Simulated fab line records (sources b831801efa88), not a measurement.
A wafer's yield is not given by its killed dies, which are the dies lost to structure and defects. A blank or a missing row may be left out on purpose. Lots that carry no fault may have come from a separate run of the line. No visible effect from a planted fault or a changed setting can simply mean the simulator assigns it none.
Which tool was responsible? ; flow gf180mcu ; 40 wafers from 14 lots sampled at 2 of the route's 602 steps

## WHAT EACH GAUGE READ, for each wafer
GF_V3_RS_MEAS_24: measures by four-point-probe. Usual: V3_W_RS typically reads 0.324 ohm/sq, with standard deviation 0.0046.
lot;measured;on;V3_W_RS (ohm/sq);flag
L571;day 22 10:13;film-metro-02;0.320 0.330 0.318;
L573;day 23 02:34;film-metro-02;0.327 0.325 0.332;
L577;day 24 13:48;film-metro-01;0.317;
L580;day 25 11:04;film-metro-03;0.325 0.324 0.326;
L582;day 26 05:12;film-metro-01;0.322 0.317 0.323;
L584;day 26 20:54;film-metro-02;0.330 0.327 0.324;
L585;day 27 05:49;film-metro-01;0.325 0.325 0.328;
L587;day 27 16:02;film-metro-03;0.321 0.316 0.318;
L588;day 28 03:17;film-metro-01;0.328 0.327 0.326;
L589;day 28 08:55;film-metro-03;0.319 0.325 0.321;
L590;day 28 13:05;film-metro-02;0.327 0.328 0.327;
L591;day 28 18:48;film-metro-02;0.331 0.330 0.331;
L593;day 29 11:47;film-metro-03;0.324 0.323 0.326;
L594;day 29 18:29;film-metro-03;0.326 0.321 0.329;

## WHAT TOOL EACH LOT RAN ON (gives the tool, then ch and the chambers of the sampled wafers, and finally the start)
lot;GF_V3_SPUTTER_21
L571;pvd-sputter-03, day 22 09:56
L573;pvd-sputter-02, day 23 02:17
L577;pvd-sputter-01, day 24 13:35
L580;pvd-sputter-03, day 25 10:52
L582;pvd-sputter-02, day 26 04:59
L584;pvd-sputter-01, day 26 20:41
L585;pvd-sputter-02, day 27 05:35
L587;pvd-sputter-03, day 27 15:50
L588;pvd-sputter-03, day 28 03:04
L589;pvd-sputter-02, day 28 08:41
L590;pvd-sputter-02, day 28 12:52
L591;pvd-sputter-02, day 28 18:34
L593;pvd-sputter-03, day 29 11:32
L594;pvd-sputter-01, day 29 18:16
- GF_V3_SPUTTER_21: material Ti, target thk 15 nm, time 80.02 s.

## AS READ BY THE TOOLS THEMSELVES (means over the sampled wafers that have a number; for cases with no such wafer, the mark the record gives instead)
GF_V3_SPUTTER_21. Usual: throttle-valve-pct reads 29.8 % (standard deviation 1.3).
lot;tool;throttle-valve-pct (%);flag
L571;pvd-sputter-03;30.3;
L573;pvd-sputter-02;29.6;
L577;pvd-sputter-01;30.2;
L580;pvd-sputter-03;29.9;
L582;pvd-sputter-02;30.9;
L584;pvd-sputter-01;28.7;
L585;pvd-sputter-02;30.8;
L587;pvd-sputter-03;30.3;
L588;pvd-sputter-03;30.1;
L589;pvd-sputter-02;31.0;
L590;pvd-sputter-02;29.6;
L591;pvd-sputter-02;29.5;
L593;pvd-sputter-03;30.5;
L594;pvd-sputter-01;28.9;

## THE ANSWER, worked out from the rows above alone
Rule: a lot counts as off when the mean over its wafers that have a number is more than 3 standard deviations away from the usual mean. Also off: a lot with no number at a reading for which 4 or more lots have one. Where the step has rows for the other lots, those lots are counted as sound. Order of review: gauges by route order, followed by the tools' own readings, for which a lot's mean as printed above is used. The first step at which some lot is off is used, and at that step the reading that is off furthest; a lot without a number counts as furthest.
None of the lots is off at any reading shown; this tells nothing.

## WHAT WAS PUT IN BY THE SIMULATOR
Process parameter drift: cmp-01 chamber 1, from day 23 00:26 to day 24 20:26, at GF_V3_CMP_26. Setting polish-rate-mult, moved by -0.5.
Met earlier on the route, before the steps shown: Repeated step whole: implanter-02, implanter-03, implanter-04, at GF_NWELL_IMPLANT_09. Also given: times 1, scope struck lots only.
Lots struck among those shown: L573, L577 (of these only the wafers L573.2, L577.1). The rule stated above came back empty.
